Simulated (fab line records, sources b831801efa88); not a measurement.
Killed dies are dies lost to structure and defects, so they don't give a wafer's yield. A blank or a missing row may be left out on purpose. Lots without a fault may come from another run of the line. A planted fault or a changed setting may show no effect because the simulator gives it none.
One fault seen from 2 desks | flow sky130 | each desk has only its own numbers; what lay behind them comes last

THE METROLOGY DESK
What the gauges read, lot by lot, whatever tool the lot ran on: means of the sampled wafers that have a number. A lot is out of limits, marked OUT, if its mean lies more than 4 standard deviations from the usual mean; the brackets give that distance.
Columns: A = LOCAL_INTERCONNECT_TIN_RS at SKY_LOCAL_INTERCONNECT_RS_MEAS_01, usual 14.18 ohm/sq; B = LOCAL_INTERCONNECT_TIN_THK at SKY_LOCAL_INTERCONNECT_THK_MEAS_02, usual 98.7 nm; C = CONTACT_OVL at SKY_CONTACT_OVL_MEAS_15, usual -2 nm; D = VIA1_BOW at SKY_VIA1_BOW_MEAS_03, usual 79 um
lot  | first seen here | A               | B              | C  | D
L322 | day 29 16:41    | 14.44           | 97.4           | -2 | 74
L323 | day 29 20:12    | 14.13           | 99.3           | 4  | 84
L324 | day 30 08:47    | 14.25           | 98.1           | -3 | 79
L325 | day 31 05:11    | 14.05           | 99.4           | 1  | 81
L328 | day 32 07:38    | 14.18           | 98.7           | -7 | 78
L329 | day 32 10:53    | 14.32           | 98.1           | -1 | 74
L331 | day 33 07:53    | 14.38           | 97.2           | -3 | 81
L335 | day 34 13:21    | 17.07 (+22) OUT | 86.1 (-15) OUT | -0 | 73
L339 | day 35 09:31    | 16.95 (+21) OUT | 86.1 (-15) OUT | -5 | 76
L343 | day 36 13:31    | 14.01           | 99.5           | 2  | 80
This desk's finding: out of limits on L335, L339; first on L335, day 34 13:21 (LOCAL_INTERCONNECT_TIN_RS at SKY_LOCAL_INTERCONNECT_RS_MEAS_01). In limits: L322, L323, L324, L325, L328, L329, L331, L343.

THE TOOL OWNER'S DESK: pvd_sputter-01
The tool's own readings at SKY_LOCAL_INTERCONNECT_SPUTTER_00 (material TiN, target thk 100 nm, time 83.3 s): means of the sampled wafers that have a number, for each lot that ran on this tool. A lot is out of limits, marked OUT, if its mean lies more than 4 standard deviations from the usual mean; the brackets give that distance.
Columns: A = chamber_pressure_pa at SKY_LOCAL_INTERCONNECT_SPUTTER_00, usual 0.3999 Pa; B = throttle_valve_pct at SKY_LOCAL_INTERCONNECT_SPUTTER_00, usual 29.6 %
lot  | first seen here | A      | B
L324 | day 30 08:43    | 0.4006 | 30.6
L325 | day 31 05:06    | 0.4000 | 30.5
L328 | day 32 07:32    | 0.4005 | 30.1
L335 | day 34 13:16    | 0.3999 | 29.5
L339 | day 35 09:25    | 0.3997 | 30.0
This desk's finding: nothing out of limits on any of the 5 lots.

PUT TOGETHER
The metrology desk could have raised an alarm at day 34 13:21, on L335, L339.
The tool owner's desk saw nothing out of limits.
The tool owner's desk has L335, L339 on record, within its limits.
Of the lots named, all ran SKY_LOCAL_INTERCONNECT_SPUTTER_00 on pvd_sputter-01.

WHAT THE SIMULATOR HAD PUT IN
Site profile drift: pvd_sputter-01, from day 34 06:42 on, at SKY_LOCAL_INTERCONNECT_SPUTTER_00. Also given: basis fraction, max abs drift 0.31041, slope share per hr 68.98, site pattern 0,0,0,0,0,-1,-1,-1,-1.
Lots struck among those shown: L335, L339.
Hours from the fault's start to each desk's first reading out of limits: the metrology desk, 7.
